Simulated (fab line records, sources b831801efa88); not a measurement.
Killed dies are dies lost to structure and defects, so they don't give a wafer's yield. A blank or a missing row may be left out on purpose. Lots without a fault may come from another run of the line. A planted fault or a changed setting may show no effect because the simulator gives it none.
fab line records | flow gf180mcu | part 2 of 2: steps 32 to 42 of 42
record lots=5 wafers=15 last_day=33
route steps=602 shown MVPSD@139 VT_IMPLANT@140 DUAL_GATE@141 POLY_GATE@157 HV_LDD@176
lots that met no fault: from a run of the same line without faults
start_h: hours from the record's first day to the start of the lot's first wafer shown | wait_h: hours since the lot's step before | " the same as in the row above | L1.1+2: a row that stands for several wafers | - no value, or no start given | * or withheld: withheld | < > ~ a bound
route shown NAME@n: a module of which the file shows steps, and the number in the route of the first | usual: mean/standard deviation of fault-free wafers | same: alike in all rows | chamber/n: place in a boat | sites: the reading at each site | _std_site: their standard deviation | _edge_site: outer sites' mean less inner sites' | radius_mm: how far each site lies from the wafer's centre | mask NAME#n: copy n | behind: the tool/chamber that last shaped the wafer | hold: why the lot was held/for how many hours/how that ended | device: the transistor (n, p or np) that didn't switch | end of line: the same wafers' tests at the end of the route | a step without rows: its recipe alone | killed: dies lost to structure and defects at the first sort, not the wafer's yield | map: a wafer's dies, x killed, . not, _ none there
set.NAME: the setting as run; set.NAME@STEP: as run at that earlier step | model.NAME: the simulator's own value behind a step, which no gauge read
lots at some steps of the route; a table a step, a row a wafer
services: from which hour (start_h, from the record's first day; less than 0 if before it) a tool's chamber was out of use, for how many hours, and why
## steps
# step GF_POLY_GATE_ETCH_13
# recipe target=poly-Si target_depth_nm=198.5 stop_on=SiO2 over_etch_frac=0.403 chemistry=HBr/Cl2 icp_w=400 bias_w=100 pressure_mtorr=10 HBr_flow_sccm=150 Cl2_flow_sccm=50 time_s=69.6
# usual HBr_flow_sccm=150.0/0.46 drypump_motor_current_A=5.9/0.51 oes_product_au=0.988/0.0062 throttle_valve_pct=33.685/0.0091
# columns lot.wafer tool chamber start_h wait_h HBr_flow_sccm drypump_motor_current_A oes_product_au rf_hours_counter_h throttle_valve_pct
L076.3 rie_si-01 2 209.23 - 149.4 5.6 0.985 3 33.689
L076.5 " 1 " " 150.3 5.5 0.987 - 33.680
L076.6 " 2 " " 150.0 5.6 0.993 - 33.695
L077.2 rie_si-02 2 218.56 - 149.9 6.3 0.985 101 33.684
L077.4 " 0 " " 149.7 5.3 0.986 59 33.685
L077.5 " 1 " " 149.7 5.6 0.996 - 33.690
L086.2 rie_si-01 2 285.03 - 150.7 5.6 0.987 4 33.673
L086.3 " 0 " " 149.9 6.6 0.989 61 33.703
L086.5 " 3 " " 149.9 5.6 0.975 - 33.675
L088.1 rie_si-01 1 306.67 - 149.6 5.5 0.987 26 33.679
L088.4 " 2 " " 149.9 5.6 0.988 4 33.695
L088.5 " 3 " " 150.3 5.5 0.981 - 33.684
L089.2 rie_si-01 1 310.93 - 150.4 5.5 0.992 26 33.686
L089.4 " 2 " " 149.7 5.6 0.992 4 33.682
L089.5 " 1 " " 149.6 5.5 0.972 - 33.683
# step GF_POLY_GATE_STRIP_14
# recipe chemistry=O2/N2 power_w=1400 pressure_mtorr=1500 platen_temp_c=250 o2_flow_sccm=3000 n2_flow_sccm=300 overash_fraction=0.5
# usual drypump_motor_current_A=5.6/0.33 heater_power_w=327/27 oes_product_au=0.503/0.0045
# columns lot.wafer tool chamber start_h wait_h drypump_motor_current_A heater_power_w oes_product_au rf_hours_counter_h
L076.3 plasma_asher-01 1 209.31 0.1 5.2 354 0.508 -
L076.5 " 1 " " 5.2 338 0.501 -
L076.6 " 0 " " 5.8 335 0.509 -
L077.2 plasma_asher-02 1 218.61 0.0 5.7 282 0.507 10
L077.4 " 1 " " 5.7 284 0.507 -
L077.5 " 1 " " 5.7 284 0.500 -
L086.2 plasma_asher-02 0 285.08 0.0 5.9 296 0.502 17
L086.3 " 1 " " 5.6 285 0.511 -
L086.5 " 1 " " 5.7 285 0.514 -
L088.1 plasma_asher-03 0 306.73 0.0 5.1 356 0.498 53
L088.4 " 1 " " 6.0 333 0.500 -
L088.5 " 1 " " 6.0 332 0.511 -
L089.2 plasma_asher-01 0 310.98 0.0 5.8 344 0.508 65
L089.4 " 1 " " 5.2 348 0.503 -
L089.5 " 0 " " 5.8 342 0.508 -
# step GF_POLY_GATE_CLEAN_15
# recipe chemistry=SC1/SC2 mix=1:4:20 temp_c=70 time_s=150 dry=n2_spin
# usual temp_c=70.02/0.12
# columns lot.wafer tool chamber start_h wait_h temp_c
L076.3 wet_bench-04 3 209.38 0.0 70.06
L076.5 " 3 " " 69.99
L076.6 " 3 " " 70.07
L077.2 wet_bench-02 2 218.71 0.1 70.16
L077.4 " 2 " " 70.11
L077.5 " 2 " " 70.01
L086.2 wet_bench-02 3 285.18 0.1 69.91
L086.3 " 3 " " 70.13
L086.5 " 3 " " 69.96
L088.1 wet_bench-02 2 306.83 0.1 69.98
L088.4 " 2 " " 69.96
L088.5 " 2 " " 69.85
L089.2 wet_bench-03 0 311.08 0.1 70.00
L089.4 " 0 " " 69.93
L089.5 " 0 " " 70.00
# step GF_POLY_GATE_OXIDATION_16
# recipe temp_c=850 ambient=O2 stabilise_s=600 purge_s=300 target_thk_a=40 ox_time_s=899
# usual spike_tc_upper_C=849.8/1.1
# columns lot.wafer tool chamber start_h wait_h spike_tc_upper_C
L076.3 furnace-01 0 209.48 0.0 850.9
L076.5 " 0 " " 850.0
L076.6 " 0 " " 848.3
L077.2 furnace-01 0 218.76 0.0 849.7
L077.4 " 0 " " 849.0
L077.5 " 0 " " 848.4
L086.2 furnace-02 0 286.41 1.2 850.9
L086.3 " 0 " " 849.1
L086.5 " 0 " " 850.4
L088.1 furnace-01 0 307.21 0.3 850.8
L088.4 " 0 " " 849.5
L088.5 " 0 " " 850.1
L089.2 furnace-01 0 311.14 0.0 849.8
L089.4 " 0 " " 849.8
L089.5 " 0 " " 849.2
# step GF_POLY_GATE_THK_MEAS_17
# recipe reads=SiO2_of_POLY_GATE_OXIDATION_16
# usual POLY_GATE_OXIDATION_THK=3.99/0.082
# columns lot.wafer tool chamber start_h wait_h POLY_GATE_OXIDATION_THK[nm]
L076.3 film_metro-02 - 210.75 0.0 3.94
L076.5 " - " " 3.91
L076.6 " - " " 4.01
L077.2 film_metro-04 - 220.02 0.0 4.02
L077.4 " - " " 4.01
L077.5 " - " " 3.97
L086.2 film_metro-02 - 287.67 0.0 4.09
L086.3 " - " " 4.02
L086.5 " - " " 4.02
L088.1 film_metro-04 - 308.46 0.0 4.07
L088.4 " - " " 4.15
L088.5 " - " " 4.19
L089.2 film_metro-04 - 312.40 0.0 3.99
L089.4 " - " " 3.89
L089.5 " - " " 3.94
# step GF_POLY_GATE_CD_MEAS_18
# usual cd_nm=280.1/1.4
# columns lot.wafer tool chamber start_h wait_h cd_nm
L076.3 cd_sem-02 - 210.85 0.1 280.1
L076.5 " - " " 278.5
L076.6 " - " " 279.6
L077.2 cd_sem-02 - 220.10 0.1 278.2
L077.4 " - " " 279.6
L077.5 " - " " 279.7
L086.2 cd_sem-02 - 287.75 0.1 280.6
L086.3 " - " " 281.8
L086.5 " - " " 280.2
L088.1 cd_sem-01 - 308.52 0.1 279.8
L088.4 " - " " 280.2
L088.5 " - " " 281.0
L089.2 cd_sem-01 - 312.48 0.1 280.5
L089.4 " - " " 281.8
L089.5 " - " " 281.6
# step GF_HV_LDD_DEHYDRATE_00
# recipe temp_c=200 time_s=60
# columns lot.wafer tool chamber start_h wait_h
L076.3+5+6 litho_track-03 0 218.97 8.1
L077.2+4+5 litho_track-02 0 228.32 8.2
L086.2+3+5 litho_track-03 0 297.10 9.3
L088.1+4+5 litho_track-01 0 318.40 9.9
L089.2+4+5 litho_track-01 0 321.93 9.4
# step GF_HV_LDD_HMDS_01
# recipe prime_time_s=60 prime_temp_c=120
# usual prime_temp_c=120.00/0.12
# columns lot.wafer tool chamber start_h wait_h prime_temp_c
L076.3 litho_track-03 0 219.12 0.1 120.10
L076.5 " 0 " " 120.21
L076.6 " 0 " " 120.14
L077.2 litho_track-02 0 228.47 0.1 119.99
L077.4 " 0 " " 120.05
L077.5 " 0 " " 119.86
L086.2 litho_track-03 0 297.25 0.1 119.95
L086.3 " 0 " " 119.91
L086.5 " 0 " " 120.01
L088.1 litho_track-01 0 318.55 0.1 120.09
L088.4 " 0 " " 119.83
L088.5 " 0 " " 119.88
L089.2 litho_track-01 0 322.08 0.1 119.96
L089.4 " 0 " " 119.87
L089.5 " 0 " " 120.09
# step GF_HV_LDD_COAT_02
# recipe resist=NOVOLAK spin_rpm=3000 resist_thk_nm=1000
# columns lot.wafer tool chamber start_h wait_h
L076.3+5+6 litho_track-03 0 219.27 0.1
L077.2+4+5 litho_track-02 0 228.62 0.1
L086.2+3+5 litho_track-03 0 297.40 0.1
L088.1+4+5 litho_track-01 0 318.70 0.1
L089.2+4+5 litho_track-01 0 322.23 0.1
# step GF_HV_LDD_SOFTBAKE_03
# recipe temp_c=90 time_s=60 resist=NOVOLAK
# columns lot.wafer tool chamber start_h wait_h
L076.3+5+6 litho_track-03 0 219.42 0.1
L077.2+4+5 litho_track-02 0 228.77 0.1
L086.2+3+5 litho_track-03 0 297.55 0.1
L088.1+4+5 litho_track-01 0 318.85 0.1
L089.2+4+5 litho_track-01 0 322.38 0.1
# step GF_HV_LDD_EXPOSE_04
# recipe mask_id=Nplus_LV_AREA target_cd_nm=400 na=0.6 source_shape=conventional sigma_outer=0.6 dose_mj=140
# columns lot.wafer tool chamber start_h wait_h mask
L076.3+5+6 iline_stepper-01 0 - - Nplus_LV_AREA#0
L077.2+4+5 iline_stepper-01 0 - - Nplus_LV_AREA#0
L086.2+3+5 iline_stepper-01 0 - - Nplus_LV_AREA#0
L088.1+4+5 iline_stepper-01 0 - - Nplus_LV_AREA#0
L089.2+4+5 iline_stepper-02 0 - - Nplus_LV_AREA#0
## services
# columns tool chamber start_h hours kind
krf_scanner-01 - 153.19 0.8 pm
krf_scanner-02 - 156.91 0.8 pm
wet_bench-04 - 166.29 3.4 repair
iline_stepper-01 - 175.86 2.1 pm
wet_bench-04 - 182.45 5.6 repair
rie_diel-04 3 186.23 3.9 repair
krf_scanner-02 - 188.46 3.6 pm
rie_diel-02 0 202.76 2.6 repair
plasma_asher-01 - 214.20 1.1 repair
wet_bench-02 - 215.79 2.7 repair
krf_scanner-01 - 222.00 1.0 pm
rie_diel-04 0 227.33 1.2 repair
rie_diel-02 - 233.65 0.7 repair
krf_scanner-02 - 234.09 1.3 pm
furnace-01 - 235.80 5.3 repair
iline_stepper-01 - 238.19 1.7 pm
plasma_asher-01 - 241.74 11.7 repair
furnace-02 - 253.18 2.6 pm
krf_scanner-02 - 261.35 1.0 pm
furnace-01 - 277.10 3.2 pm
krf_scanner-01 - 290.10 1.3 pm
lpcvd-01 - 300.02 2.8 pm
krf_scanner-01 - 303.92 0.8 pm
plasma_asher-02 - 310.29 0.9 repair
